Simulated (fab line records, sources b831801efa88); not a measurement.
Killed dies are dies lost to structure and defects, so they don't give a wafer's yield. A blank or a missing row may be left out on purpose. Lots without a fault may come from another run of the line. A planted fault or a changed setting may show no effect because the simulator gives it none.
fab line records | flow sky130
record lots=5 wafers=15 last_day=50
route steps=708 shown PWDE@48 NWELL@56 PAD_OPEN@708
lots that met no fault: from a run of the same line without faults
start_h: hours from the record's first day to the start of the lot's first wafer shown | wait_h: hours since the lot's step before | " the same as in the row above | L1.1+2: a row that stands for several wafers | - no value, or no start given | * or withheld: withheld | < > ~ a bound
route shown NAME@n: a module of which the file shows steps, and the number in the route of the first | usual: mean/standard deviation of fault-free wafers | same: alike in all rows | chamber/n: place in a boat | sites: the reading at each site | _std_site: their standard deviation | _edge_site: outer sites' mean less inner sites' | radius_mm: how far each site lies from the wafer's centre | mask NAME#n: copy n | behind: the tool/chamber that last shaped the wafer | hold: why the lot was held/for how many hours/how that ended | device: the transistor (n, p or np) that didn't switch | end of line: the same wafers' tests at the end of the route | a step without rows: its recipe alone | killed: dies lost to structure and defects at the first sort, not the wafer's yield | map: a wafer's dies, x killed, . not, _ none there
set.NAME: the setting as run; set.NAME@STEP: as run at that earlier step | model.NAME: the simulator's own value behind a step, which no gauge read
lots at some steps of the route; a table a step, a row a wafer
services: from which hour (start_h, from the record's first day; less than 0 if before it) a tool's chamber was out of use, for how many hours, and why
## steps
# step SKY_PWDE_SOFTBAKE_03
# recipe temp_c=110 time_s=withheld
# step SKY_PWDE_EXPOSE_04
# recipe mask_id=PWDEM na=0.6 source_shape=conventional sigma_outer=0.6 polarization=unpolarized target_cd_nm=840 dose_mj=214
# step SKY_PWDE_PEB_05
# recipe temp_c=115 time_s=withheld
# step SKY_PWDE_DEVELOP_06
# recipe wall_angle_deg=90 developer=TMAH develop_time_s=60 dev_temp_c=23
# step SKY_PWDE_OVL_MEAS_07
# usual PWDE_OVL=0.1/1.4
# columns lot.wafer tool chamber start_h wait_h PWDE_OVL[nm]
L327.2 overlay-02 - 79.05 - -1.0
L327.4 " - " " -1.6
L327.5 " - " " -0.8
L328.2 overlay-01 - 84.15 - -2.1
L328.3 " - " " -1.1
L328.4 " - " " -0.1
L334.1 overlay-01 - 123.39 - 1.6
L334.2 " - " " 0.9
L334.3 " - " " -0.1
L347.1 overlay-02 - 191.17 - 0.6
L347.4 " - " " 1.1
L347.5 " - " " 0.4
L348.2 overlay-02 - 201.04 - -0.9
L348.3 " - " " -1.4
L348.5 " - " " -0.8
# step SKY_PWDE_IMPLANT_08
# recipe species=B energy_kev=150 dose_cm2=3.6e+12 tilt_deg=withheld
# step SKY_PWDE_STRIP_09
# recipe chemistry=O2/N2 power_w=1400 pressure_mtorr=1500 platen_temp_c=withheld o2_flow_sccm=3000 n2_flow_sccm=300 overash_fraction=0.5
# usual drypump_motor_current_A=5.5/0.48 oes_product_au=0.722/0.0046 strip_time_to_endpoint_s=36.94/0.12
# columns lot.wafer tool chamber start_h wait_h drypump_motor_current_A oes_product_au rf_hours_counter_h strip_time_to_endpoint_s
L327.2 plasma_asher-02 0 79.23 0.1 5.1 0.723 41 36.85
L327.4 " 1 " " 5.0 0.723 - 36.82
L327.5 " 0 " " 5.1 0.723 - 36.85
L328.2 plasma_asher-01 0 84.33 0.1 5.9 0.724 38 36.77
L328.3 " 0 " " 5.9 0.713 - 36.93
L328.4 " 1 " " 5.3 0.719 - 36.85
L334.1 plasma_asher-02 0 123.58 0.1 5.1 0.727 46 37.12
L334.2 " 1 " " 5.0 0.720 46 37.01
L334.3 " 0 " " 5.1 0.719 - 36.99
L347.1 plasma_asher-03 0 191.36 0.1 5.6 0.724 37 36.63
L347.4 " 0 " " 5.5 0.721 - 36.76
L347.5 " 1 " " 6.4 0.728 - 36.73
L348.2 plasma_asher-03 0 201.22 0.1 5.5 0.723 38 36.85
L348.3 " 0 " " 5.6 0.722 - 36.84
L348.5 " 1 " " 6.4 0.718 - 36.96
# step SKY_PWDE_TW_MEAS_10
# usual PWDE_TW=371.6/2
# columns lot.wafer tool chamber start_h wait_h PWDE_TW
L327.2 film_metro-03 - 79.34 0.1 371.3
L327.4 " - " " 370.0
L327.5 " - " " 368.8
L328.2 film_metro-03 - 84.44 0.1 370.9
L328.3 " - " " 371.7
L328.4 " - " " 370.2
L334.1 film_metro-01 - 123.68 0.1 371.0
L334.2 " - " " 371.5
L334.3 " - " " 368.5
L347.1 film_metro-02 - 191.46 0.1 370.3
L347.4 " - " " 371.9
L347.5 " - " " 373.3
L348.2 film_metro-03 - 201.33 0.1 373.7
L348.3 " - " " 375.3
L348.5 " - " " 374.4
# step SKY_NWELL_DEHYDRATE_03
# recipe temp_c=200 time_s=60
# step SKY_NWELL_HMDS_04
# recipe prime_time_s=60 prime_temp_c=120
# step SKY_NWELL_COAT_05
# recipe spin_rpm=2000 resist_thk_nm=3000
# step SKY_NWELL_SOFTBAKE_06
# recipe temp_c=110 time_s=withheld
# step SKY_NWELL_EXPOSE_07
# recipe mask_id=NWM na=0.6 source_shape=conventional sigma_outer=0.6 polarization=unpolarized target_cd_nm=840 dose_mj=255
# same sigma_outer=0.6
# columns lot.wafer tool chamber start_h wait_h mask
L327.2+4+5 iline_stepper-01 0 87.81 - NWM#0
L328.2+3+4 iline_stepper-02 0 92.99 - NWM#0
L334.1+2+3 iline_stepper-01 0 132.44 - NWM_COMPLEMENT#0
L347.1+4+5 iline_stepper-02 0 202.67 - NWM#0
L348.2+3+5 iline_stepper-01 0 211.91 - NWM#0
# step SKY_NWELL_PEB_08
# recipe temp_c=115 time_s=withheld
# step SKY_NWELL_DEVELOP_09
# recipe wall_angle_deg=90 developer=TMAH develop_time_s=60 dev_temp_c=23
# step SKY_NWELL_OVL_MEAS_10
# usual NWELL_00_OVL=0.0/1.4
# columns lot.wafer tool chamber start_h wait_h NWELL_00_OVL[nm]
L327.2 overlay-02 - 95.90 - -0.3
L327.4 " - " " 1.8
L327.5 " - " " 0.9
L328.2 overlay-02 - 101.45 - -0.2
L328.3 " - " " -0.5
L328.4 " - " " 1.6
L334.1 overlay-02 - 141.84 - -
L334.2 " - " " -
L334.3 " - " " -
L347.1 overlay-02 - 213.24 - -2.3
L347.4 " - " " -1.0
L347.5 " - " " -1.4
L348.2 overlay-02 - 222.80 - -0.2
L348.3 " - " " 0.6
L348.5 " - " " 0.5
# step SKY_NWELL_IMPLANT_11
# recipe species=P energy_kev=400 dose_cm2=1.9e+13 tilt_deg=withheld
# step SKY_NWELL_IMPLANT_12
# recipe species=P energy_kev=120 dose_cm2=1.3e+12 tilt_deg=withheld
# step SKY_NWELL_IMPLANT_13
# recipe species=P energy_kev=50 dose_cm2=7e+11 tilt_deg=withheld
# step SKY_NWELL_STRIP_14
# recipe chemistry=O2/N2 power_w=1400 pressure_mtorr=1500 platen_temp_c=withheld o2_flow_sccm=3000 n2_flow_sccm=300 overash_fraction=0.5
# usual drypump_motor_current_A=5.5/0.47 oes_product_au=0.723/0.0047 strip_time_to_endpoint_s=36.90/0.1
# columns lot.wafer tool chamber start_h wait_h drypump_motor_current_A oes_product_au rf_hours_counter_h strip_time_to_endpoint_s
L327.2 plasma_asher-02 0 96.38 0.1 5.1 0.728 43 36.88
L327.4 " 1 " " 5.0 0.729 - 36.96
L327.5 " 1 " " 5.0 0.719 - 36.89
L328.2 plasma_asher-03 1 101.93 0.1 6.3 0.728 29 36.88
L328.3 " 1 " " 6.3 0.730 - 36.93
L328.4 " 0 " " 5.5 0.720 - 36.87
L334.1 plasma_asher-02 1 142.33 0.1 5.0 0.728 48 36.94
L334.2 " 0 " " 5.1 0.728 48 37.03
L334.3 " 0 " " 5.1 0.727 - 36.99
L347.1 plasma_asher-04 0 213.73 0.1 5.6 0.731 10 36.89
L347.4 " 0 " " 5.6 0.721 - 36.76
L347.5 " 1 " " 5.5 0.720 - 36.81
L348.2 plasma_asher-02 1 223.28 0.1 5.0 0.726 56 36.76
L348.3 " 1 " " 5.0 0.725 - 36.78
L348.5 " 1 " " 5.0 0.717 - 36.73
# step SKY_NWELL_TW_MEAS_15
# usual NWELL_TW=1813/8.3
# columns lot.wafer tool chamber start_h wait_h NWELL_TW
L327.2 film_metro-01 - 96.49 0.1 1795
L327.4 " - " " 1805
L327.5 " - " " 1799
L328.2 film_metro-03 - 102.04 0.1 1819
L328.3 " - " " 1820
L328.4 " - " " 1815
L334.1 film_metro-02 - 142.43 0.1 30
L334.2 " - " " 30
L334.3 " - " " 30
L347.1 film_metro-02 - 213.83 0.1 1804
L347.4 " - " " 1817
L347.5 " - " " 1820
L348.2 film_metro-03 - 223.39 0.1 1809
L348.3 " - " " 1818
L348.5 " - " " 1811
# step SKY_NWELL_DEHYDRATE_16
# recipe temp_c=200 time_s=60
# step SKY_NWELL_HMDS_17
# recipe prime_time_s=60 prime_temp_c=120
# step SKY_NWELL_COAT_18
# recipe spin_rpm=2000 resist_thk_nm=3000
# step SKY_NWELL_SOFTBAKE_19
# recipe temp_c=110 time_s=withheld
# step SKY_NWELL_EXPOSE_20
# recipe mask_id=NWM_COMPLEMENT na=0.6 source_shape=conventional sigma_outer=0.6 polarization=unpolarized target_cd_nm=840 dose_mj=260
# step SKY_NWELL_PEB_21
# recipe temp_c=115 time_s=withheld
# step SKY_NWELL_DEVELOP_22
# recipe wall_angle_deg=90 developer=TMAH develop_time_s=60 dev_temp_c=23
# step SKY_NWELL_OVL_MEAS_23
# usual NWELL_01_OVL=-0.3/1.4
# columns lot.wafer tool chamber start_h wait_h NWELL_01_OVL[nm]
L327.2 overlay-02 - 114.40 - 0.5
L327.4 " - " " -1.7
L327.5 " - " " 0.4
L328.2 overlay-02 - 119.95 - -0.4
L328.3 " - " " -0.3
L328.4 " - " " 0.2
L334.1 overlay-01 - 162.09 - 1.9
L334.2 " - " " -0.7
L334.3 " - " " 1.6
L347.1 overlay-02 - 235.89 - 0.4
L347.4 " - " " -0.3
L347.5 " - " " 0.2
L348.2 overlay-01 - 246.05 - 1.9
L348.3 " - " " -0.2
L348.5 " - " " -1.7
# step SKY_NWELL_IMPLANT_24
# recipe species=B energy_kev=140 dose_cm2=9.2e+12 tilt_deg=withheld
# step SKY_NWELL_STRIP_25
# recipe chemistry=O2/N2 power_w=1400 pressure_mtorr=1500 platen_temp_c=withheld o2_flow_sccm=3000 n2_flow_sccm=300 overash_fraction=0.5
# usual drypump_motor_current_A=5.4/0.45 oes_product_au=0.722/0.0052 strip_time_to_endpoint_s=36.84/0.11
# columns lot.wafer tool chamber start_h wait_h drypump_motor_current_A oes_product_au rf_hours_counter_h strip_time_to_endpoint_s
L327.2 plasma_asher-03 1 114.58 0.1 6.4 0.719 30 37.13
L327.4 " 0 " " 5.5 0.717 - 37.01
L327.5 " 1 " " 6.4 0.714 - 36.98
L328.2 plasma_asher-03 1 120.13 0.1 6.4 0.715 31 36.84
L328.3 " 1 " " 6.3 0.727 - 36.80
L328.4 " 0 " " 5.5 0.726 - 36.89
L334.1 plasma_asher-04 1 162.28 0.1 5.5 0.734 4 36.74
L334.2 " 0 " " 5.6 0.729 4 36.77
L334.3 " 0 " " 5.6 0.725 - 36.80
L347.1 plasma_asher-02 1 236.08 0.1 5.0 0.729 57 36.84
L347.4 " 0 " " 5.1 0.728 - 36.71
L347.5 " 0 " " 5.1 0.717 - 36.66
L348.2 plasma_asher-04 0 246.23 0.1 5.6 0.715 12 36.91
L348.3 " 0 " " 5.6 0.719 - 36.77
L348.5 " 0 " " 5.5 0.712 - 36.72
# step SKY_NWELL_TW_MEAS_26
# usual NWELL_2_TW=493.3/2.9
# columns lot.wafer tool chamber start_h wait_h NWELL_2_TW
L327.2 film_metro-02 - 114.69 0.1 491.1
L327.4 " - " " 494.1
L327.5 " - " " 494.4
L328.2 film_metro-01 - 120.24 0.1 489.9
L328.3 " - " " 491.2
L328.4 " - " " 489.5
L334.1 film_metro-03 - 162.38 0.1 1815.0
L334.2 " - " " 1812.4
L334.3 " - " " 1819.2
L347.1 film_metro-02 - 236.18 0.1 489.6
L347.4 " - " " 494.3
L347.5 " - " " 491.6
L348.2 film_metro-02 - 246.34 0.1 495.1
L348.3 " - " " 495.7
L348.5 " - " " 498.9
# step SKY_NWELL_CLEAN_27
# recipe chemistry=SC1/SC2 mix=1:4:20 temp_c=70 time_s=150 dry=n2_spin
# step SKY_PAD_OPEN_PROBE_99
# usual killed_at_M0_to_M3=44/7.8 killed_at_M4_up=3.1/1.7 killed_at_contacts=25/5.1 killed_at_front_end=15/4.4 killed_at_other=0.5/0.68 killed_dies=88/9.9 killed_on_rim=17/3.9 killed_open=48/6.9 killed_short=39/6.5
# same gross_dies=492 killed_at_back_side=0
# columns lot.wafer tool chamber start_h wait_h killed_at_M0_to_M3 killed_at_M4_up killed_at_contacts killed_at_front_end killed_at_other killed_dies killed_on_rim killed_open killed_short
L327.2 prober-02 - 1082.46 0.1 40 4 22 11 0 77 20 41 36
L327.4 prober-02 - 1082.56 0.2 39 3 31 9 0 82 17 48 34
L327.5 prober-02 - 1082.61 0.2 45 4 22 12 1 84 18 47 37
L334.1 prober-01 - 1132.59 0.1 46 3 26 416 1 492 96 49 47
L334.2 prober-01 - 1132.64 0.1 36 5 28 423 0 492 96 51 31
L334.3 prober-01 - 1132.69 0.2 49 3 22 418 0 492 96 53 40
# killed by level:class
L327.2 VIA2:geometric_particle:open=8 VIA1:geometric_particle:open=8 LI_CONTACT:geometric_particle:open=7 CONTACT:geometric_particle:open=5 CONTACT:geometric_particle:short=5 METAL2:geometric_particle:short=5 FIELD_ISO:geometric_particle:open=4 LOCAL_INTERCONNECT:geometric_particle:short=4
L327.4 CONTACT:geometric_particle:open=13 VIA1:geometric_particle:open=12 LI_CONTACT:geometric_particle:open=6 METAL2:geometric_particle:short=5 VIA1:geometric_particle:short=5 POLY_GATE:geometric_particle:open=4 LOCAL_INTERCONNECT:geometric_particle:short=4 VIA3:geometric_particle:open=3
L327.5 CONTACT:geometric_particle:open=10 VIA1:geometric_particle:short=8 VIA3:geometric_particle:open=7 METAL1:geometric_particle:short=7 VIA1:geometric_particle:open=7 VIA2:geometric_particle:open=5 VIA3:geometric_particle:short=4 FIELD_ISO:geometric_particle:open=3
L334.1 NWELL:area_expose=395 FIELD_ISO:geometric_particle:short=8 METAL1:geometric_particle:short=8 CONTACT:geometric_particle:open=7 LI_CONTACT:geometric_particle:open=7 VIA1:geometric_particle:open=7 VIA2:geometric_particle:open=7 CONTACT:geometric_particle:short=6
L334.2 NWELL:area_expose=410 CONTACT:geometric_particle:open=10 VIA2:geometric_particle:open=9 LI_CONTACT:geometric_particle:open=8 VIA3:geometric_particle:open=7 VIA1:geometric_particle:open=7 CONTACT:geometric_particle:short=6 FIELD_ISO:geometric_particle:open=4
L334.3 NWELL:area_expose=399 VIA2:geometric_particle:open=15 VIA1:geometric_particle:open=11 FIELD_ISO:geometric_particle:short=8 LI_CONTACT:geometric_particle:open=6 CONTACT:geometric_particle:open=6 VIA2:geometric_particle:short=6 VIA3:geometric_particle:open=5
# map L334.1 (x killed, . not)
__________xxxxxxxxxx_________
________xxxxxxxxxxxxxx_______
______xxxxxxxxxxxxxxxxxx_____
_____xxxxxxxxxxxxxxxxxxxx____
____xxxxxxxxxxxxxxxxxxxxxx___
___xxxxxxxxxxxxxxxxxxxxxxxx__
__xxxxxxxxxxxxxxxxxxxxxxxxxx_
_xxxxxxxxxxxxxxxxxxxxxxxxxxxx
_xxxxxxxxxxxxxxxxxxxxxxxxxxxx
_xxxxxxxxxxxxxxxxxxxxxxxxxxxx
_xxxxxxxxxxxxxxxxxxxxxxxxxxxx
_xxxxxxxxxxxxxxxxxxxxxxxxxxxx
_xxxxxxxxxxxxxxxxxxxxxxxxxxxx
_xxxxxxxxxxxxxxxxxxxxxxxxxxxx
_xxxxxxxxxxxxxxxxxxxxxxxxxxxx
__xxxxxxxxxxxxxxxxxxxxxxxxxx_
___xxxxxxxxxxxxxxxxxxxxxxxx__
____xxxxxxxxxxxxxxxxxxxxxx___
_____xxxxxxxxxxxxxxxxxxxx____
______xxxxxxxxxxxxxxxxxx_____
________xxxxxxxxxxxxxx_______
__________xxxxxxxxxx_________
# map L327.5 (x killed, . not)
__________x...x....x_________
________.....xx...x..._______
______.x..............x._____
_____...x...x..xx........____
____.........x..x.x...x..x___
___..x..x....x..x.......x..__
__..x..x.......x......x.x..._
_x..............x........x...
_.....x.......xx.............
_x...x...x....x..x......x....
_x..................x..xx....
_x....x.x..x........x.....x..
_.x.......x.............xxxx.
_x....x...................xxx
_..x.........xx...xx....x..x.
__.........x.....x......x..._
___x.....x....x.....x.....x__
____........x.............___
_____..xxx.....x.........____
______.................._____
________...x.........._______
__________..x...x..x_________
## services
# columns tool chamber start_h hours kind
iline_stepper-02 - 97.66 1.7 pm
plasma_asher-03 - 98.55 0.9 repair
iline_stepper-02 0 104.74 - calibration
plasma_asher-04 - 108.75 9.0 pm
plasma_asher-04 0 108.75 9.0 vent_cycle
plasma_asher-04 1 108.75 9.0 vent_cycle
plasma_asher-04 0 117.75 - clean
plasma_asher-04 1 117.75 - clean
iline_stepper-01 0 138.77 - calibration
plasma_asher-01 - 139.17 2.2 repair
iline_stepper-02 - 156.70 3.8 repair
plasma_asher-04 - 166.90 2.8 pm
plasma_asher-03 - 176.04 9.6 pm
## key
first_sign step=SKY_NWELL_EXPOSE_07 reading=mask direction=changed
effect step=SKY_NWELL_OVL_MEAS_10 reading=NWELL_00_OVL direction=missing
effect step=SKY_NWELL_TW_MEAS_15 reading=NWELL_TW direction=down sigmas=99+ usual=1813 struck=30
effect step=SKY_NWELL_TW_MEAS_26 reading=NWELL_2_TW direction=up sigmas=99+ usual=493.3 struck=1815.5
effect step=SKY_PAD_OPEN_PROBE_99 reading=killed_at_front_end direction=up sigmas=91 usual=15 struck=419
more_kills_born_at SKY_NWELL_EXPOSE_07@iline_stepper-01=1204
met_at SKY_NWELL_EXPOSE_07
struck_wafers L334.1,L334.2,L334.3
tester_left_out L334
onset_between 87.81 132.44
fault kind=wrong_mask tool=any chamber=- onset_h=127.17 steps=SKY_NWELL_EXPOSE_07 aux_copy=NWM_COMPLEMENT#0 scope=struck_lots_only
# tester_left_out: of these lots the tester's yield and bins aren't shown, on N5 and GAA mostly nor the transistor test; their killed dies are dies lost to structure and defects alone, not to doping, threshold or leakage, so they don't give the yield
